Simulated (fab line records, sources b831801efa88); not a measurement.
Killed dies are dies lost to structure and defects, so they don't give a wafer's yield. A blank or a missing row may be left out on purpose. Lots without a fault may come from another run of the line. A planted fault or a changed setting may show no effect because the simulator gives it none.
Which tool did it? | flow gf180mcu | 6 lots, 18 wafers sampled, at 2 steps of a route of 602

WHAT THE GAUGES READ, wafer by wafer
GF_DNWELL_TW_MEAS_09.
lot  | measured    | on            | DNWELL_TW
L905 | day 3 10:52 | film_metro-02 | 1324 1331 1342
L907 | day 3 22:43 | film_metro-02 | 1335 1328 1329
L910 | day 4 14:05 | film_metro-03 | 1324 1323 1324
L916 | day 6 00:11 | film_metro-03 | 1595 1587 1591
L920 | day 6 18:25 | film_metro-02 | 1337 1342 1334
L923 | day 7 11:29 | film_metro-03 | 1336 1329 1339

WHICH TOOL RAN EACH LOT (tool, then ch and the chambers of the sampled wafers, then the start)
lot  | GF_DNWELL_IMPLANT_07
L905 | implanter-04 ch 0, day 3 10:37
L907 | implanter-01 ch 0, day 3 22:28
L910 | implanter-04 ch 0, day 4 13:50
L916 | implanter-04 ch 0, day 5 23:56
L920 | implanter-01 ch 0, day 6 18:10
L923 | implanter-01 ch 0, day 7 11:14
- GF_DNWELL_IMPLANT_07

THE ANSWER, worked out from the rows above alone
Rule: what is usual is taken from the lots themselves. Put in order of their means at a reading, lots are off if they are a third of the lots or fewer, leave a main group of 4 or more, and stand apart from it by a gap of 3 or more times the standard deviation of the main group's means; of several such gaps the widest counts. A main group whose means are all the same, to the digits that the tables above print for the reading, isn't used. A lot without any number at a reading at which 4 lots or more have one is off too. The other lots that the step has rows for count as sound.
Off: L916, at GF_DNWELL_TW_MEAS_09 (DNWELL_TW). The main group: mean 1332, standard deviation 4.7.
A tool fits if, at a process step before that reading, it ran every lot that is off, and no sound lot after the first of them. The gauges at GF_DNWELL_TW_MEAS_09 are tried like those tools. One fits: implanter-04 at GF_DNWELL_IMPLANT_07. Its last sound lot is L910 (day 4 13:50), its first lot that is off L916 (day 5 23:56): a fault that began between those two fits.

WHAT THE SIMULATOR HAD PUT IN
Process parameter drift: implanter-04, from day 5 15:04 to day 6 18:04, at GF_DNWELL_IMPLANT_07. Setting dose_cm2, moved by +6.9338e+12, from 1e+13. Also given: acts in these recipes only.
Lots struck among those shown: L916. The rule above found the same.
